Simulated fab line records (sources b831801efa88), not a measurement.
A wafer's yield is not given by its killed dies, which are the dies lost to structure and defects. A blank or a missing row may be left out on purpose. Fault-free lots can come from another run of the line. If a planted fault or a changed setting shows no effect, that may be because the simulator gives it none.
Which tool did it? + flow gf180mcu + 6 lots with 18 wafers sampled at 4 steps, on a route of 602 steps

== WHAT EACH GAUGE READ, for each wafer ==
GF_VT_IMPLANT_OVL_MEAS_40.
| lot  | measured     | on         | VT_IMPLANT_03_OVL (nm) |
|------|--------------|------------|------------------------|
| L644 | day 8 10:04  | overlay-02 | 0.0 -2.0 -0.8          |
| L649 | day 9 21:31  | overlay-02 | -1.8 -1.1 1.3          |
| L655 | day 11 11:28 | overlay-01 | -0.8 1.7 -0.7          |
| L659 | day 12 11:43 | overlay-02 | 91.0 88.5 90.2         |
| L661 | day 13 04:54 | overlay-01 | 92.7 92.5 90.6         |
| L663 | day 13 15:19 | overlay-01 | -1.1 -0.4 -0.4         |

== WHICH TOOL RAN EACH LOT (tool, then ch and the chambers of the sampled wafers, then the start) ==
| lot  | GF_MVPSD_STRIP_10                   | GF_VT_IMPLANT_STRIP_31              | GF_VT_IMPLANT_EXPOSE_37            |
|------|-------------------------------------|-------------------------------------|------------------------------------|
| L644 | plasmaAsher-03 ch 0,1, day 5 19:59  | plasmaAsher-02 ch 0,1, day 7 17:59  | ilineStepper-02 ch 0, day 8 01:48  |
| L649 | plasmaAsher-01 ch 0,1, day 7 02:35  | plasmaAsher-02 ch 0,1, day 9 04:02  | ilineStepper-02 ch 0, day 9 12:50  |
| L655 | plasmaAsher-01 ch 0,1, day 8 12:48  | plasmaAsher-02 ch 0,1, day 10 17:50 | ilineStepper-01 ch 0, day 11 02:45 |
| L659 | plasmaAsher-04 ch 0,1, day 9 11:14  | plasmaAsher-03 ch 0,1, day 11 16:23 | ilineStepper-02 ch 0, day 12 01:36 |
| L661 | plasmaAsher-04 ch 1, day 10 02:30   | plasmaAsher-03 ch 0,1, day 12 09:42 | ilineStepper-02 ch 0, day 12 19:28 |
| L663 | plasmaAsher-01 ch 0,1, day 10 11:52 | plasmaAsher-02 ch 0, day 12 19:56   | ilineStepper-01 ch 0, day 13 05:31 |
- GF_MVPSD_STRIP_10: strips in O2/N2.
- GF_VT_IMPLANT_STRIP_31: strips in O2/N2.
- GF_VT_IMPLANT_EXPOSE_37: exposes mask Nwell HV AREA, target cd 860 nm.

== THE ANSWER, worked out from the rows above alone ==
Rule: what is usual is taken from the lots themselves. Put in order of their means at a reading, lots are off if they are a third of the lots or fewer, leave a main group of 4 or more, and stand apart from it by a gap of 3 or more times the standard deviation of the main group's means; of several such gaps the widest counts. A main group is skipped when, at the precision printed for the reading in the tables above, its means are all equal. Also off: a lot with no number at a reading for which 4 or more lots have one. The other lots that the step has rows for count as sound.
Off: L659, L661, at GF_VT_IMPLANT_OVL_MEAS_40 (VT_IMPLANT_03_OVL). The main group has a mean of -0.5 nm with a standard deviation of 0.36.
If a tool, at a process step before that reading, ran all the lots that are off and no sound lot after the first of them, it fits. Gauges at GF_VT_IMPLANT_OVL_MEAS_40: tried the same way as those tools. Can't be told from this: 3 tools fit, plasmaAsher-04 at GF_MVPSD_STRIP_10, plasmaAsher-03 at GF_VT_IMPLANT_STRIP_31, ilineStepper-02 at GF_VT_IMPLANT_EXPOSE_37.

== WHAT THE SIMULATOR PUT IN ==
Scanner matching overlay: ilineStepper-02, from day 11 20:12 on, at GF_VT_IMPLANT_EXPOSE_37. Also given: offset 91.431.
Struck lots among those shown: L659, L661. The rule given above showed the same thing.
